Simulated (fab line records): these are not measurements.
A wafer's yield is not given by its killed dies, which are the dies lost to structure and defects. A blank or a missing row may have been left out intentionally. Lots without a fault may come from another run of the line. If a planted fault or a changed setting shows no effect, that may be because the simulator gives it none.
Matching of chambers || flow sky130 || SKY_VIA3_CMP_02 on cmp-02: 4 sister chambers
The step polishes SiO2. 4 wafers are shown with their chamber, then 7 later ones without.

WAFERS PAIRED WITH THEIR CHAMBERS
{"wafer": "L754.6", "chamber": 1, "motor-current-A (A)": 12.9}
{"wafer": "L756.4", "chamber": 0, "motor-current-A (A)": 11.3}
{"wafer": "L763.1", "chamber": 3, "motor-current-A (A)": 13.2}
{"wafer": "L763.3", "chamber": 2, "motor-current-A (A)": 14.4}

WAFERS MISSING THEIR CHAMBER
{"wafer": "L763.6", "motor-current-A (A)": 14.8}
{"wafer": "L770.4", "motor-current-A (A)": 12.7}
{"wafer": "L770.5", "motor-current-A (A)": 13.6}
{"wafer": "L770.6", "motor-current-A (A)": 11.4}
{"wafer": "L773.1", "motor-current-A (A)": 11.3}
{"wafer": "L773.5", "motor-current-A (A)": 14.0}
{"wafer": "L773.6", "motor-current-A (A)": 12.2}

WHICH CHAMBER EACH ONE RAN IN
{"wafer": "L763.6", "from the rows above": 2, "in truth": 2}
{"wafer": "L770.4", "from the rows above": "can't be placed: 1 or 3", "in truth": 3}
{"wafer": "L770.5", "from the rows above": "can't be placed: 3 or 1 or 2", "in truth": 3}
{"wafer": "L770.6", "from the rows above": 0, "in truth": 0}
{"wafer": "L773.1", "from the rows above": 0, "in truth": 0}
{"wafer": "L773.5", "from the rows above": "can't be placed: 2 or 3 or 1", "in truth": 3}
{"wafer": "L773.6", "from the rows above": "can't be placed: 1 or 0 or 3", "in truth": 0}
Correctly placed: 3 of 7. Not placeable from these rows: 4 (in 4, the candidates include the true chamber). Placed wrongly: 0.
How it was worked out, from the rows above alone: a wafer's distance from a chamber is the root of the sum, over the readings, of the square of ((its reading less the chamber's mean) divided by the reading's scatter). The wafer belongs to the nearest chamber; if the next one is less than 2 further off, it can't be placed. A chamber's mean is the mean of its shown wafers. The scatter: root of mean squared gap, hidden wafer to nearest shown wafer, with one shown wafer a chamber.
